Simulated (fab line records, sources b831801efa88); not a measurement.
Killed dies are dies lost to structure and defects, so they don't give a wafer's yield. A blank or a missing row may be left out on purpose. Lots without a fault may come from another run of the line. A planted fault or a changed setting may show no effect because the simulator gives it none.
Problem report in the 8D (eight disciplines) form, filled by code | flow sky130 | the parts of the form that need people (team, actions taken, sign-off) are left out

1. THE PROBLEM
killed_at_other at SKY_PAD_OPEN_PROBE_99 reads a mean of 59.3 on 3 wafers of 2 lots; wafers without a fault read 0.3 with a standard deviation of 0.69. That is +86 standard deviations from the usual mean.
First seen on wafer L388.1, day 46 20:40, on prober-02. The record holds 9 wafers of 3 lots with a number at this step. Rule for "out", or "out of limits": more than 4 standard deviations from the usual mean. The other wafers with a number count as sound.

2. WHAT IT IS AND WHAT IT IS NOT
question                    | is                                                                                                    | is not
which readings at this step | killed_at_other, defect_limited_yield, killed_dies, sort_bin_3_pad_short, sort_n_pass, sort_yield_pct | killed_at_M0_to_M3, killed_at_M4_up, killed_at_front_end, killed_short, sort_bin_6_memory
which lots                  | L388, L389                                                                                            | L394
which wafers of those lots  | L388.1, L389.1, L389.4                                                                                | L388.3, L388.4, L389.2
read on which tools         | prober-02                                                                                             | -
when                        | from day 46 20:40                                                                                     | up to then (0 sound wafers); but 6 sound wafers of L388, L389, L394 came after

3. SUSPECTS, AND WHAT RULES EACH OUT
Counting: a tool at a process step up to the reading stays a suspect if it ran every lot that is out. Sound lots after the first of them don't rule it out here, since some wafers of a struck lot are sound.
- pecvd-03 at SKY_PASSIVATION_CVD_00 (deposits SiO2, target thk 90 nm): kept. It ran every lot that is out, first L388 (day 44 23:56).
- prober-02 at SKY_PAD_OPEN_PROBE_99: kept. It ran every lot that is out, first L388 (day 46 20:40). Its own readings are out on those wafers: defect_limited_yield, killed_at_other, killed_dies, sort_bin_3_pad_short, sort_n_pass, sort_yield_pct.
- Within pecvd-03 at SKY_PASSIVATION_CVD_00: the wafers that are out ran in chamber 1; their sound lot-mates ran in chambers 0, 2.
Left after counting: pecvd-03 at SKY_PASSIVATION_CVD_00, prober-02 at SKY_PAD_OPEN_PROBE_99.

4. THE CAUSE (what the simulator had put in)
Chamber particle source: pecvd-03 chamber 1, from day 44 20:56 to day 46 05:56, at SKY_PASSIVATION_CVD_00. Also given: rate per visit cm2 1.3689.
Counting left 2 suspects, and this tool is among them.

5. THE CHAIN OF EFFECTS, in route order
Each row: a reading whose mean over the struck wafers that have a number lies more than 3 standard deviations from the usual. Only readings for which the record gives a usual standard deviation are gone through. hours: the time from each lot's start at the first step in this table that gives one to its start at this step, as a median over the lots. sigmas: the change in usual standard deviations.
hours | step                  | reading              | usual  | on struck wafers | change | sigmas
0     | SKY_PAD_OPEN_PROBE_99 | defect_limited_yield | 81.9 % | 73.3             | -8.6   | -4.5
0     | SKY_PAD_OPEN_PROBE_99 | killed_at_other      | 0.3    | 59.3             | +59.0  | +86
0     | SKY_PAD_OPEN_PROBE_99 | killed_dies          | 89     | 132              | +43    | +4.5
0     | SKY_PAD_OPEN_PROBE_99 | sort_bin_3_pad_short | 0.9 %  | 4.6              | +3.7   | +8.5
0     | SKY_PAD_OPEN_PROBE_99 | sort_bin_5_function  | 10.7 % | 16.5             | +5.8   | +3.8
0     | SKY_PAD_OPEN_PROBE_99 | sort_n_pass          | 403    | 360              | -43    | -4.5
0     | SKY_PAD_OPEN_PROBE_99 | sort_yield_pct       | 81.9 % | 73.3             | -8.6   | -4.5
The process steps in it:
- SKY_PAD_OPEN_PROBE_99

6. WHAT WOULD HAVE CAUGHT IT SOONER
In this record the first reading out of limits was taken at day 46 20:40, 48 hours after the fault began at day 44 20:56.
Of the tool readings at SKY_PASSIVATION_CVD_00 for which the record gives a usual standard deviation, none was out on any struck wafer, so an alarm limit of 4 standard deviations on them would not have fired.
All the lots that are out (2) had begun SKY_PASSIVATION_CVD_00 on pecvd-03 by day 46 20:40. A hold on the tool at that time would have spared none of them.
